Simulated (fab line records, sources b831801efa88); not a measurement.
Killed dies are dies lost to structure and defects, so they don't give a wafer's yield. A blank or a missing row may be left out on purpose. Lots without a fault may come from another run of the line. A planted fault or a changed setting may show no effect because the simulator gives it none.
Which tool did it? | flow gf180mcu | 12 lots, 35 wafers sampled, at 5 steps of a route of 602

WHAT THE GAUGES READ, wafer by wafer
GF_V2_CD_MEAS_14: target cd 260 nm. Usual: cd_nm 259.7 nm, standard deviation 1.4.
lot  | measured     | on        | cd_nm (nm)        | flag
L596 | day 20 05:36 | cd_sem-02 | 260.4 259.2 260.0 |
L597 | day 20 12:51 | cd_sem-02 | 260.9 260.4 261.1 |
L598 | day 21 03:08 | cd_sem-02 | 261.1 260.1 260.8 |
L600 | day 21 15:27 | cd_sem-02 | 262.0 261.2 260.7 |
L601 | day 22 05:21 | cd_sem-02 | 257.1 258.8 259.2 |
L602 | day 22 11:53 | cd_sem-02 | 257.2 256.9 256.5 |
L605 | day 23 19:56 | cd_sem-01 | 258.3 258.1       |
L606 | day 24 00:17 | cd_sem-01 | 260.6 259.5 260.3 |
L612 | day 25 21:33 | cd_sem-02 | 261.4 260.8 262.2 |
L614 | day 26 14:53 | cd_sem-02 | 259.0 258.7 259.2 |
L617 | day 27 09:38 | cd_sem-01 | 258.2 257.7 258.0 |
L618 | day 27 15:23 | cd_sem-01 | 262.3 261.8 261.6 |

GF_M3_THK_MEAS_06: measures by xrf. Usual: M3_ALCU_THK 453 nm, standard deviation 6.6.
lot  | measured     | on            | M3_ALCU_THK (nm) | flag
L596 | day 20 07:47 | film_metro-04 | 452 465 454      |
L597 | day 20 14:48 | film_metro-01 | 453 459 452      |
L598 | day 21 04:59 | film_metro-01 | 460 451 454      |
L600 | day 21 17:17 | film_metro-04 | 442 450 441      |
L601 | day 22 07:31 | film_metro-01 | 458 461 452      |
L602 | day 22 14:03 | film_metro-03 | 455 463 455      |
L605 | day 23 21:49 | film_metro-01 | 442 444          |
L606 | day 24 02:09 | film_metro-03 | 454 455 450      |
L612 | day 25 23:28 | film_metro-03 | 450 458 450      |
L614 | day 26 16:44 | film_metro-01 | 452 454 455      |
L617 | day 27 11:34 | film_metro-03 | 449 449 442      |
L618 | day 27 17:13 | film_metro-01 | 460 452 453      |

GF_M3_CD_MEAS_14: target cd 280 nm. Usual: cd_nm 280.3 nm, standard deviation 1.3.
lot  | measured     | on        | cd_nm (nm)        | flag
L596 | day 21 11:23 | cd_sem-02 | 279.5 278.5 279.4 |
L597 | day 21 14:30 | cd_sem-02 | 279.4 278.7 278.4 |
L598 | day 22 04:29 | cd_sem-02 | 280.4 279.7 280.4 |
L600 | day 22 17:02 | cd_sem-02 | 280.7 280.0 280.6 |
L601 | day 23 06:43 | cd_sem-02 | 279.7 278.0 279.8 |
L602 | day 23 12:29 | cd_sem-02 | 281.5 282.1 280.5 |
L605 | day 24 19:22 | cd_sem-01 | 270.7 268.3       | OFF
L606 | day 24 23:34 | cd_sem-02 | 281.6 280.7 280.8 |
L612 | day 26 19:47 | cd_sem-02 | 282.5 282.7 282.7 |
L614 | day 27 12:25 | cd_sem-02 | 279.5 279.9 281.0 |
L617 | day 28 06:49 | cd_sem-02 | 280.0 280.6 279.3 |
L618 | day 28 11:50 | cd_sem-02 | 280.6 281.2 280.6 |

WHICH TOOL RAN EACH LOT (tool, then ch and the chambers of the sampled wafers, then the start)
lot  | GF_M3_SPUTTER_04             | GF_M3_EXPOSE_11
L596 | pvd_sputter-02, day 20 07:37 | krf_scanner-02 ch 0, day 20 20:10
L597 | pvd_sputter-01, day 20 14:38 | krf_scanner-02 ch 0, day 21 03:00
L598 | pvd_sputter-01, day 21 04:50 | krf_scanner-02 ch 0, day 21 16:59
L600 | pvd_sputter-02, day 21 17:07 | krf_scanner-01 ch 0, day 22 05:28
L601 | pvd_sputter-02, day 22 07:19 | krf_scanner-01 ch 0, day 22 19:13
L602 | pvd_sputter-02, day 22 13:52 | krf_scanner-02 ch 0, day 23 00:48
L605 | pvd_sputter-04, day 23 21:40 | krf_scanner-02 ch 0, day 24 09:10
L606 | pvd_sputter-04, day 24 01:58 | krf_scanner-01 ch 0, day 24 13:43
L612 | pvd_sputter-02, day 25 23:17 | krf_scanner-01 ch 0, day 26 10:08
L614 | pvd_sputter-04, day 26 16:33 | krf_scanner-01 ch 0, day 27 02:55
L617 | pvd_sputter-02, day 27 11:25 | krf_scanner-01 ch 0, day 27 21:10
L618 | pvd_sputter-04, day 27 17:01 | krf_scanner-01 ch 0, day 28 02:46
- GF_M3_SPUTTER_04: material TiN, target thk 50 nm, time 41.7 s.
- GF_M3_EXPOSE_11: exposes mask Metal3, target cd 280 nm.

WHAT THE TOOLS THEMSELVES READ (means of the sampled wafers that have a number; where no wafer has one, the mark that the record gives instead)
GF_M3_SPUTTER_04. Usual: cathode_dc_power_W 6500.0 W, standard deviation 1.2; throttle_valve_pct 30.2 %, standard deviation 0.97.
lot  | tool           | cathode_dc_power_W (W) | throttle_valve_pct (%) | flag
L596 | pvd_sputter-02 | 6500.0                 | 30.8                   |
L597 | pvd_sputter-01 | 6500.5                 | 30.5                   |
L598 | pvd_sputter-01 | 6500.9                 | 30.6                   |
L600 | pvd_sputter-02 | 6499.8                 | 30.9                   |
L601 | pvd_sputter-02 | 6499.7                 | 30.6                   |
L602 | pvd_sputter-02 | 6500.4                 | 30.1                   |
L605 | pvd_sputter-04 | 6500.4                 | 29.6                   |
L606 | pvd_sputter-04 | 6498.6                 | 30.6                   |
L612 | pvd_sputter-02 | 6500.7                 | 30.6                   |
L614 | pvd_sputter-04 | 6501.5                 | 30.2                   |
L617 | pvd_sputter-02 | 6499.6                 | 30.0                   |
L618 | pvd_sputter-04 | 6500.6                 | 30.1                   |

GF_M3_EXPOSE_11. Usual: exposure_dose_mJ_cm2 27.957, standard deviation 0.026; focus_offset_nm 0.0 nm, standard deviation 0.5.
lot  | tool           | exposure_dose_mJ_cm2 | focus_offset_nm (nm) | flag
L596 | krf_scanner-02 | 27.938               | 0.4                  |
L597 | krf_scanner-02 | 27.974               | -1.0                 |
L598 | krf_scanner-02 | 27.979               | -0.4                 |
L600 | krf_scanner-01 | 27.963               | -0.2                 |
L601 | krf_scanner-01 | 27.953               | 0.0                  |
L602 | krf_scanner-02 | 27.955               | -0.3                 |
L605 | krf_scanner-02 | 27.640               | 0.1                  | OFF
L606 | krf_scanner-01 | 27.953               | -0.0                 |
L612 | krf_scanner-01 | 27.953               | -0.1                 |
L614 | krf_scanner-01 | 27.948               | -0.8                 |
L617 | krf_scanner-01 | 27.945               | -0.2                 |
L618 | krf_scanner-01 | 27.943               | 0.0                  |

THE ANSWER, worked out from the rows above alone
Rule: a lot is off if the mean of its wafers that have a number lies more than 3 standard deviations from the usual mean. A lot without any number at a reading at which 4 lots or more have one is off too. The other lots that the step has rows for count as sound. The gauges are gone through in route order, then the tools' own readings, and for those a lot's mean is taken as printed above. The first step at which some lot is off is used, and at that step the reading that is off furthest; a lot without a number counts as furthest.
Off: L605, at GF_M3_CD_MEAS_14 (cd_nm).
A tool fits if, at a process step before that reading, it ran every lot that is off, and no sound lot after the first of them. The gauges at GF_M3_CD_MEAS_14 aren't tried: what is off there is off at GF_M3_EXPOSE_11 too, on other tools, and a gauge's error can't cause that. One fits: krf_scanner-02 at GF_M3_EXPOSE_11. Its last sound lot is L602 (day 23 00:48), its first lot that is off L605 (day 24 09:10): a fault that began between those two fits.
The tool's own readings at GF_M3_EXPOSE_11 bear it out: on the lots that are off they differ by more than 5 times the standard deviation of the sound lots' means. exposure_dose_mJ_cm2 reads 27.640 there against 27.955 on the sound lots.

WHAT THE SIMULATOR HAD PUT IN
Process parameter drift: krf_scanner-02, from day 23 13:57 on, at GF_M3_EXPOSE_11. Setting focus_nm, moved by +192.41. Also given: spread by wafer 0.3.
Lots struck among those shown: L605. The rule above found the same.
